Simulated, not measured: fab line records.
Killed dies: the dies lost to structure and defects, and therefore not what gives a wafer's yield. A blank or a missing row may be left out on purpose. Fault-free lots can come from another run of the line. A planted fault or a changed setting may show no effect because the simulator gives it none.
What tool caused it?	flow gf180mcu	14 lots, 42 wafers sampled, at 4 steps of a route of 602

WHAT EACH GAUGE READ, for each wafer
GF_POLY_GATE_THK_MEAS_17. Usual: POLY_GATE_OXIDATION_THK typically reads 4.01 nm, with standard deviation 0.074.
lot	measured	on	POLY_GATE_OXIDATION_THK (nm)	flag
L747	day 9 11:56	film metro-02	4.08 4.16 4.07	
L749	day 10 01:34	film metro-02	4.06 4.01 4.06	
L750	day 10 11:46	film metro-02	3.92 4.00 3.90	
L751	day 10 20:35	film metro-03	3.96 4.05 4.07	
L752	day 11 05:20	film metro-02	4.04 4.03 4.12	
L753	day 11 10:32	film metro-01	3.91 3.95 3.99	
L754	day 11 15:19	film metro-03	3.97 3.97 3.95	
L759	day 13 03:07	film metro-02	3.88 4.01 3.96	
L760	day 13 09:50	film metro-01	3.97 3.95 4.02	
L762	day 13 21:38	film metro-03	3.99 4.06 4.03	
L765	day 14 22:46	film metro-03	3.95 4.13 4.02	
L766	day 15 06:23	film metro-01	4.08 4.06 4.08	
L768	day 15 18:53	film metro-03	3.83 3.83 3.88	
L769	day 16 13:00	film metro-01	4.03 4.02 4.01	

GF_HV_LDD_OVL_MEAS_20. Usual: HV_LDD_01_OVL typically reads 0.3 nm, with standard deviation 1.6.
lot	measured	on	HV_LDD_01_OVL (nm)	flag
L747	day 11 00:10	overlay-01	-0.6 0.4 -0.8	
L749	day 11 14:41	overlay-02	1.7 4.1 2.0	
L750	day 12 01:22	overlay-01	2.4 1.2 1.5	
L751	day 12 11:35	overlay-02	-1.5 -0.9 -1.4	
L752	day 12 20:20	overlay-02	-0.2 -1.4 -2.1	
L753	day 13 02:47	overlay-02	1.3 1.3 0.7	
L754	day 13 07:46	overlay-02	1.2 2.2 1.9	
L759	day 14 20:04	overlay-01	-1.5 -2.4 -1.5	
L760	day 15 04:02	overlay-01	0.5 -0.8 0.4	
L762	day 15 16:43	overlay-02	1.8 1.8 1.2	
L765	day 16 19:08	overlay-02	-0.9 -1.8 -2.5	
L766	day 17 02:47	overlay-01	2.5 2.7 2.4	
L768	day 17 14:56	overlay-01	-1.3 0.4 -1.9	
L769	day 18 10:19	overlay-02	1.5 0.2 1.8	

WHICH TOOL RAN EACH LOT (tool, then ch and the chambers of the sampled wafers, then the start)
lot	GF_NWELL_SOFTBAKE_03	GF_VT_IMPLANT_SOFTBAKE_14
L747	litho track-01 ch 0, day 3 05:44	litho track-01 ch 0, day 6 03:49
L749	litho track-03 ch 0, day 3 15:43	litho track-04 ch 0, day 6 15:03
L750	litho track-01 ch 0, day 3 23:28	litho track-03 ch 0, day 7 00:37
L751	litho track-03 ch 0, day 4 05:59	litho track-03 ch 0, day 7 06:46
L752	litho track-03 ch 0, day 4 09:43	litho track-04 ch 0, day 7 12:03
L753	litho track-03 ch 0, day 4 15:59	litho track-03 ch 0, day 7 19:31
L754	litho track-03 ch 0, day 4 20:25	litho track-04 ch 0, day 8 00:36
L759	litho track-01 ch 0, day 5 20:40	litho track-03 ch 0, day 9 04:55
L760	litho track-03 ch 0, day 6 03:07	litho track-03 ch 0, day 9 12:07
L762	litho track-01 ch 0, day 6 14:55	litho track-01 ch 0, day 10 00:58
L765	litho track-01 ch 0, day 7 07:25	litho track-03 ch 0, day 10 22:10
L766	litho track-04 ch 0, day 7 14:00	litho track-03 ch 0, day 11 04:07
L768	litho track-01 ch 0, day 7 21:44	litho track-03 ch 0, day 11 15:32
L769	litho track-03 ch 0, day 8 09:16	litho track-01 ch 0, day 12 02:40
- GF_NWELL_SOFTBAKE_03
- GF_VT_IMPLANT_SOFTBAKE_14: time 61.43 s.

AS READ BY THE TOOLS THEMSELVES (means over the sampled wafers that have a number; for cases with no such wafer, the mark the record gives instead)
GF_NWELL_SOFTBAKE_03. Usual: exhaust pa 44.8 Pa, standard deviation 0.9; heater power total W 65.32 W, standard deviation 0.14; plate temp C 110.00 C, standard deviation 0.14.
lot	tool	exhaust pa (Pa)	heater power total W (W)	plate temp C (C)	flag
L747	litho track-01	45.0	65.37	110.10	
L749	litho track-03	45.1	65.34	110.00	
L750	litho track-01	43.9	65.41	109.87	
L751	litho track-03	44.4	65.22	109.92	
L752	litho track-03	44.3	65.33	110.08	
L753	litho track-03	44.5	65.36	110.05	
L754	litho track-03	44.1	63.78	108.15	OFF
L759	litho track-01	45.7	65.33	109.96	
L760	litho track-03	44.7	63.78	108.22	OFF
L762	litho track-01	44.9	65.38	110.02	
L765	litho track-01	45.0	65.15	109.97	
L766	litho track-04	45.0	65.37	110.06	
L768	litho track-01	44.1	65.17	109.98	
L769	litho track-03	45.4	65.42	109.91	

GF_VT_IMPLANT_SOFTBAKE_14. Usual: exhaust pa 45.0 Pa, standard deviation 0.93; heater power total W 56.62 W, standard deviation 0.055; plate sensor t centre C 90.758 C, standard deviation 0.0093; plate sensor t edge C 90.828 C, standard deviation 0.0096.
lot	tool	exhaust pa (Pa)	heater power total W (W)	plate sensor t centre C (C)	plate sensor t edge C (C)	flag
L747	litho track-01	43.7	56.60	90.753	90.827	
L749	litho track-04	46.0	56.63	90.756	90.834	
L750	litho track-03	43.9	56.66	90.763	90.826	
L751	litho track-03	45.4	56.63	90.759	90.826	
L752	litho track-04	45.5	56.62	90.753	90.818	
L753	litho track-03	44.6	56.60	90.762	90.826	
L754	litho track-04	43.8	56.64	90.759	90.833	
L759	litho track-03	44.4	56.61	90.762	90.831	
L760	litho track-03	44.8	56.66	90.757	90.835	
L762	litho track-01	44.7	56.64	90.759	90.830	
L765	litho track-03	46.0	56.60	90.748	90.826	
L766	litho track-03	44.5	56.59	90.762	90.825	
L768	litho track-03	44.5	56.65	90.766	90.823	
L769	litho track-01	45.4	56.64	90.757	90.838	

THE ANSWER, worked out from the rows above alone
Rule: a lot is off if the mean of its wafers that have a number lies more than 3 standard deviations from the usual mean. Also off: a lot with no number at a reading for which 4 or more lots have one. All remaining lots with rows at the step are treated as sound. First the gauges in route order, then the tools' own readings, where a lot's mean is used as printed above. The first step at which some lot is off is used, and at that step the reading that is off furthest; a lot without a number counts as furthest.
Off: L754, L760, at GF_NWELL_SOFTBAKE_03 (plate temp C).
If a tool, at that step or one of the process steps before it, ran each lot that is off and ran no sound lot following the first of them, it fits. No candidate that was tried fits.

WHAT THE SIMULATOR PUT IN
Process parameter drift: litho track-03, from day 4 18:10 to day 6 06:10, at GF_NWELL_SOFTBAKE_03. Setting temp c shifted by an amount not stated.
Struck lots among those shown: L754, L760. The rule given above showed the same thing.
